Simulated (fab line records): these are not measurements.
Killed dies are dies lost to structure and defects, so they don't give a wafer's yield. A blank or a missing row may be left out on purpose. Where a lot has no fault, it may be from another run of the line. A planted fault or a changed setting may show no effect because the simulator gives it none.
Which tool did it?    flow sky130    10 lots, 30 wafers sampled, at 4 steps of a route of 708

== WHAT EACH GAUGE READ, for each wafer ==
SKY_VIA3_BOW_MEAS_03.
lot   measured      on             VIA3_BOW (um)
L179  day 38 22:53  film metro-04  75 75 88
L180  day 39 02:17  film metro-01  83 83 81
L181  day 39 10:53  film metro-04  83 81 90
L186  day 40 21:47  film metro-01  78 62 70
L187  day 41 01:28  film metro-01  81 82 81
L189  day 41 15:47  film metro-04  84 90 85
L192  day 42 21:53  film metro-04  80 73 89
L193  day 43 01:31  film metro-04  83 82 88
L194  day 43 12:38  film metro-01  76 80 77 - - -
L196  day 44 01:33  film metro-02  92 80 66

== WHAT TOOL EACH LOT RAN ON (gives the tool, then ch and the chambers of the sampled wafers, and finally the start) ==
lot   SKY_METAL3_ETCH_17                  SKY_METAL3_METAL_ETCH_18           SKY_VIA3_CMP_02
L179  rie diel-04 ch 1,2, day 38 21:29    rie metal-02 ch 0,1, day 38 21:34  cmp-02 ch 0,3, day 38 22:32
L180  rie diel-01 ch 0,1, day 39 00:52    rie metal-03 ch 0,1, day 39 00:58  cmp-01 ch 2,3, day 39 01:56
L181  rie diel-02 ch 0,1,3, day 39 09:34  rie metal-04 ch 0,1, day 39 09:35  cmp-01 ch 0,1,3, day 39 10:35
L186  rie diel-02 ch 1,3, day 40 20:25    rie metal-03 ch 0,1, day 40 20:26  cmp-01 ch 1,2,3, day 40 21:35
L187  rie diel-01 ch 2,3, day 40 23:59    rie metal-03 ch 0,1, day 41 00:01  cmp-01 ch 1,2,3, day 41 01:12
L189  rie diel-02 ch 2,3, day 41 14:28    rie metal-04 ch 0,1, day 41 14:29  cmp-02 ch 1,2,3, day 41 15:32
L192  rie diel-01 ch 0,2,3, day 42 20:34  rie metal-04 ch 0,1, day 42 20:35  cmp-01 ch 0,1,2, day 42 21:35
L193  rie diel-04 ch 1,3, day 43 00:10    rie metal-03 ch 0,1, day 43 00:11  cmp-02 ch 1,2,3, day 43 01:12
L194  rie diel-01 ch 0,1,3, day 43 11:04  rie metal-03 ch 1, day 43 11:05    cmp-02 ch 0,1,3, day 43 12:26
L196  rie diel-02 ch 0,2,3, day 44 00:01  rie metal-04 ch 0,1, day 44 00:02  cmp-01 ch 0,1,2, day 44 01:11
- SKY_METAL3_ETCH_17: etches SiO2 in C4F8/O2/Ar, stops on TiN, time 3.9 s, target depth 15 nm.
- SKY_METAL3_METAL_ETCH_18: etches the open film in Cl2/BCl3, stops on SiO2, target depth 845 nm, time 183.1 s.
- SKY_VIA3_CMP_02: polishes SiO2.

== WHAT THE TOOLS THEMSELVES READ (means of the sampled wafers that have a number; where no wafer has one, the mark that the record gives instead) ==
SKY_METAL3_ETCH_17.
lot   tool         oes product au (a.u.)
L179  rie diel-04  0.749
L180  rie diel-01  0.753
L181  rie diel-02  0.740
L186  rie diel-02  0.751
L187  rie diel-01  0.749
L189  rie diel-02  0.743
L192  rie diel-01  0.749
L193  rie diel-04  0.749
L194  rie diel-01  0.754
L196  rie diel-02  0.746

SKY_METAL3_METAL_ETCH_18.
lot   tool          drypump motor current A (A)  oes product au (a.u.)  throttle valve pct (%)
L179  rie metal-02  5.7                          0.869                  21.714
L180  rie metal-03  6.0                          0.861                  21.712
L181  rie metal-04  6.1                          0.864                  21.712
L186  rie metal-03  5.7                          0.871                  21.714
L187  rie metal-03  5.7                          0.876                  21.710
L189  rie metal-04  6.2                          0.862                  21.711
L192  rie metal-04  6.2                          0.867                  21.718
L193  rie metal-03  5.8                          0.861                  21.707
L194  rie metal-03  6.3                          0.859                  21.721
L196  rie metal-04  6.1                          0.862                  21.708

SKY_VIA3_CMP_02.
lot   tool    head pressure psi (psi)  motor current A (A)
L179  cmp-02  4.004                    11.3
L180  cmp-01  4.000                    12.9
L181  cmp-01  3.999                    12.9
L186  cmp-01  3.988                    13.6
L187  cmp-01  4.000                    13.2
L189  cmp-02  4.002                    12.1
L192  cmp-01  3.998                    13.3
L193  cmp-02  4.003                    12.4
L194  cmp-02  4.000                    11.6
L196  cmp-01  3.995                    13.5

== THE ANSWER, worked out from the rows above alone ==
Rule: what is usual is taken from the lots themselves. The widest of any qualifying gaps counts: lots, ordered by their means at a reading, are off when they make up no more than a third of the lots, leave a main group of 4 or more, and stand apart from it by 3 or more times the standard deviation of that group's means. The tables above print the reading to a certain number of digits; a main group whose means all agree to those digits is not used. Also off: a lot with no number at a reading for which 4 or more lots have one. Where the step has rows for the other lots, those lots are counted as sound. First the gauges in route order, then the tools' own readings, where a lot's mean is used as printed above. At the first step where some lot is off, the reading lying furthest off is the one used; lots without a number count as furthest.
No lot is off on any of the readings shown, so nothing can be concluded from this.

== WHAT THE SIMULATOR HAD INSERTED ==
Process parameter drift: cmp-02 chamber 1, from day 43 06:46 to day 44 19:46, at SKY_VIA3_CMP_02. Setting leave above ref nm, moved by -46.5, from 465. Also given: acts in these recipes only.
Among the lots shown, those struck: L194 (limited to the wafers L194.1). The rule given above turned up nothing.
